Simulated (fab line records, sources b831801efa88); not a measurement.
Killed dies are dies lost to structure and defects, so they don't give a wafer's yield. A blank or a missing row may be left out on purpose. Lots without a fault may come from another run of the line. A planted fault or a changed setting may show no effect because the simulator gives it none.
Problem report in the 8D (eight disciplines) form, filled by code | flow sky130 | the parts of the form that need people (team, actions taken, sign-off) are left out

1. THE PROBLEM
LOCAL_INTERCONNECT_TIN_RS at SKY_LOCAL_INTERCONNECT_RS_MEAS_01 reads a mean of 8.56 ohm/sq on 2 wafers of 2 lots; wafers without a fault read 14.05 ohm/sq with a standard deviation of 0.16. That is -34 standard deviations from the usual mean.
The step: measures by four-point-probe.
First seen on wafer L421.1, day 33 02:17, on film_metro-01. The record holds 33 wafers of 11 lots with a number at this step. Rule for "out", or "out of limits": more than 4 standard deviations from the usual mean. The other wafers with a number count as sound.

2. WHAT IT IS AND WHAT IT IS NOT
question                    | is                           | is not
which readings at this step | LOCAL_INTERCONNECT_TIN_RS    | -
which lots                  | L421, L422                   | L413, L414, L416, L417, L426, L427, L430, L431, L432
which wafers of those lots  | L421.1, L422.2               | L421.2, L421.6, L422.1, L422.4
read on which gauges        | film_metro-01, film_metro-03 | film_metro-02
when                        | from day 33 02:17            | up to then (14 sound wafers); but 17 sound wafers of L422, L426, L427, L430, L431, L432 came after

3. SUSPECTS, AND WHAT RULES EACH OUT
Counting: a tool at a process step up to the reading stays a suspect if it ran every lot that is out. Sound lots after the first of them don't rule it out here, since some wafers of a struck lot are sound.
- the gauge at SKY_LOCAL_INTERCONNECT_RS_MEAS_01: ruled out. The wafers that are out were read on 2 gauges (film_metro-01, film_metro-03).
- pvd_sputter-02 at SKY_LOCAL_INTERCONNECT_SPUTTER_00 (material TiN, target thk 100 nm, time 83.3 s): kept. It ran every lot that is out, first L421 (day 33 02:13); its last sound lot up to then is L417 (day 32 03:38).
Left after counting: pvd_sputter-02 at SKY_LOCAL_INTERCONNECT_SPUTTER_00.

4. THE CAUSE (what the simulator had put in)
Process parameter drift: pvd_sputter-02, from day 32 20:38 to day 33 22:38, at SKY_LOCAL_INTERCONNECT_SPUTTER_00. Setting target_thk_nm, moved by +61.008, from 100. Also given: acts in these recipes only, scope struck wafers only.
Counting left only this tool.

5. THE CHAIN OF EFFECTS, in route order
Each row: a reading whose mean over the struck wafers that have a number lies more than 3 standard deviations from the usual. Only readings for which the record gives a usual standard deviation are gone through. hours: the time from each lot's start at the first step in this table that gives one to its start at this step, as a median over the lots. sigmas: the change in usual standard deviations.
hours | step                                 | reading                    | usual        | on struck wafers | change | sigmas
0     | SKY_LOCAL_INTERCONNECT_RS_MEAS_01    | LOCAL_INTERCONNECT_TIN_RS  | 14.05 ohm/sq | 8.56             | -5.49  | -34
0     | SKY_LOCAL_INTERCONNECT_THK_MEAS_02   | LOCAL_INTERCONNECT_TIN_THK | 101.5 nm     | 163.9            | +62.4  | +52
27    | SKY_LOCAL_INTERCONNECT_METAL_ETCH_14 | oes_product_au             | 0.944 a.u.   | 1.023            | +0.079 | +9.9
27    | SKY_LOCAL_INTERCONNECT_METAL_ETCH_14 | throttle_valve_pct         | 21.902 %     | 21.858           | -0.044 | -4.8
372   | SKY_PAD_OPEN_PROBE_99                | killed_at_contacts         | 24           | 436              | +412   | +73
372   | SKY_PAD_OPEN_PROBE_99                | killed_dies                | 84           | 492              | +408   | +41
372   | SKY_PAD_OPEN_PROBE_99                | killed_on_rim              | 16           | 96               | +80    | +21
The process steps in it:
- SKY_LOCAL_INTERCONNECT_METAL_ETCH_14: etches TiN in Cl2/BCl3, stops on PSG, target depth 110 nm, time 31.4 s.
- SKY_PAD_OPEN_PROBE_99

6. WHAT WOULD HAVE CAUGHT IT SOONER
In this record the first reading out of limits at a measuring or inspecting step was taken at day 33 02:17, 6 hours after the fault began at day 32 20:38.
Of the tool readings at SKY_LOCAL_INTERCONNECT_SPUTTER_00 for which the record gives a usual standard deviation, none was out on any struck wafer, so an alarm limit of 4 standard deviations on them would not have fired.
Of the lots that are out (2), L422 began SKY_LOCAL_INTERCONNECT_SPUTTER_00 on pvd_sputter-02 after day 33 02:17. A hold on the tool at that time would have spared it.
